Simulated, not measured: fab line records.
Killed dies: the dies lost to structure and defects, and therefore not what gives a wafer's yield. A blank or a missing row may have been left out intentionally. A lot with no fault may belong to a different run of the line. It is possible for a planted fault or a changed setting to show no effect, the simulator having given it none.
Problem report in the 8D (eight disciplines) form, filled by code -- flow gf180mcu -- the parts of the form that need people (team, actions taken, sign-off) are left out

## 1. PROBLEM STATEMENT
developer temp C at GF_DNWELL_DEVELOP_06 reads a mean of 23.94 C on 9 wafers of 3 lots; wafers without a fault read 23.02 C with a standard deviation of 0.11. That is +8.4 standard deviations from the usual mean.
The step: develop time 61.45 s.
Earliest sighting: wafer L880.2 on litho track-02 at day 4 12:00. Wafers with a number at this step in the record: 45, from 15 lots. Rule for "out" (also "out of limits"): further than 4 standard deviations from the usual mean. The other wafers with a number count as sound.

## 2. WHAT IT IS, AND WHAT IT ISN'T
question,is,is not
which readings at this step,developer temp C,chill plate temp C
which lots,"L880, L883, L884","L873, L875, L877, L879, L885, L886, L887, L888, L891, L892, L893, L895"
which wafers of those lots,all that have a number,-
read on which tools,litho track-02,"litho track-01, litho track-04"
when,from day 4 12:00,"up to then (12 sound wafers); but 24 sound wafers of L885, L886, L887, L888, L891, L892, L893, L895 came after"

## 3. SUSPECTS, AND WHAT RULES EACH OUT
Counting: a tool at a process step up to the reading stays a suspect if it ran every lot that is out and no sound lot after the first of them.
- litho track-02 at GF_DNWELL_DEVELOP_06 (develop time 61.45 s): kept. It ran every lot that is out, first L880 (day 4 12:00), and no sound lot after that. On those wafers its own readings are out: developer temp C.
The count leaves litho track-02 at GF_DNWELL_DEVELOP_06.

## 4. THE CAUSE (what the simulator had put in)
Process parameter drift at GF_DNWELL_DEVELOP_06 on litho track-02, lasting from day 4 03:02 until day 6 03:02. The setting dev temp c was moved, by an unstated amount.
Only this tool survived the counting.

## 5. SEQUENCE OF EFFECTS, ordered by route
Each row: a reading whose mean over the struck wafers that have a number lies more than 3 standard deviations from the usual. Only readings for which the record gives a usual standard deviation are gone through. hours: the time from each lot's start at the first step in this table that gives one to its start at this step, as a median over the lots. sigmas: the change in usual standard deviations.
hours,step,reading,usual,on struck wafers,change,sigmas
0,GF_DNWELL_DEVELOP_06,developer temp C,23.02 C,23.94,+0.92,+8.4
Here are the process steps it includes:
- GF_DNWELL_DEVELOP_06: develop time 61.45 s.
Later measuring or inspecting steps at which every struck wafer that the step has a row for has a number for every such reading, and none has moved that far: GF_NWELL_TW_MEAS_11, GF_VT_IMPLANT_OVL_MEAS_07.

## 6. WHAT WOULD HAVE CAUGHT IT SOONER
In this record no reading fell out of limits until day 4 12:00, 9 hours after the fault had begun at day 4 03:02.
